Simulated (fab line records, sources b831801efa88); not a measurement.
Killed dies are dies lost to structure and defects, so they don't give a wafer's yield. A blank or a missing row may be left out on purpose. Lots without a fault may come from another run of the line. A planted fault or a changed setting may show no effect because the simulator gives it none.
Chamber matching | flow sky130 | SKY_VIA3_CMP_24 on cmp-01: 4 sister chambers
The step polishes, stops on SiO2, t overpolish 20 s, target thk 0 nm. 17 wafers are shown with their chamber, then 8 later ones without.

WAFERS WITH THEIR CHAMBER
wafer  | chamber | motor_current_A (A) | overpolish_run_s (s) | time_to_endpoint_s (s)
L702.1 | 2       | 12.3                | 19.992               | 92
L702.4 | 0       | 12.3                | 19.990               | 92
L702.5 | 3       | 10.8                | 19.989               | 94
L704.3 | 0       | 11.8                | 19.994               | 89
L704.4 | 3       | 10.2                | 20.004               | 86
L704.5 | 2       | 11.9                | 20.008               | 90
L706.1 | 0       | 12.8                | 20.015               | 91
L706.2 | 2       | 12.3                | 20.009               | 88
L706.3 | 3       | 10.5                | 19.990               | 89
L707.2 | 2       | 12.7                | 20.001               | 91
L707.4 | 0       | 12.0                | 20.002               | 89
L707.6 | 0       | 11.9                | 20.005               | 94
L708.1 | 3       | 11.0                | 20.009               | 89
L708.3 | 2       | 12.3                | 19.995               | 92
L708.5 | 3       | 10.7                | 20.000               | 92
L709.1 | 2       | 12.0                | 20.001               | 88
L709.4 | 1       | 10.9                | 20.007               | 92

SIGNATURES (means of the wafers above)
reading            | chamber 0 | chamber 1 | chamber 2 | chamber 3 | scatter within a chamber
motor_current_A    | 12.160    | 10.900    | 12.250    | 10.640    | 0.33
overpolish_run_s   | 20.00120  | 20.00700  | 20.00100  | 19.99840  | 0.0084
time_to_endpoint_s | 91.00     | 92.00     | 90.17     | 90.00     | 2.37
Rule: a wafer's distance from a chamber is the root of the sum, over the readings, of the square of ((its reading less the chamber's mean) divided by the reading's scatter). The wafer belongs to the nearest chamber; if the next one is less than 2 further off, it can't be placed. The scatter: the root of (the sum of the squares of (reading less its chamber's mean) over the shown wafers, divided by (wafers less chambers)).

WAFERS WITHOUT THEIR CHAMBER
wafer  | motor_current_A (A) | overpolish_run_s (s) | time_to_endpoint_s (s)
L709.6 | 11.1                | 20.010               | 92
L711.3 | 12.1                | 20.000               | 93
L711.4 | 11.0                | 19.995               | 91
L711.5 | 12.8                | 19.999               | 93
L713.1 | 12.1                | 19.993               | 94
L713.6 | 10.9                | 20.004               | 101
L719.2 | 12.8                | 20.010               | 92
L719.6 | 11.2                | 20.010               | 91

WHICH CHAMBER EACH WENT THROUGH
wafer  | from the rows above          | in truth
L709.6 | can't be placed: 1 or 3      | 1
L711.3 | can't be placed: 0 or 2      | 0
L711.4 | can't be placed: 3 or 1      | 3
L711.5 | can't be placed: 2 or 0      | 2
L713.1 | can't be placed: 0 or 2      | 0
L713.6 | can't be placed: 1 or 3 or 0 | 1
L719.2 | can't be placed: 2 or 0      | 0
L719.6 | can't be placed: 1 or 3      | 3
Placed correctly: 0 of 8. Can't be placed from these rows: 8 (the true chamber is among the candidates in 8). Placed wrongly: 0.
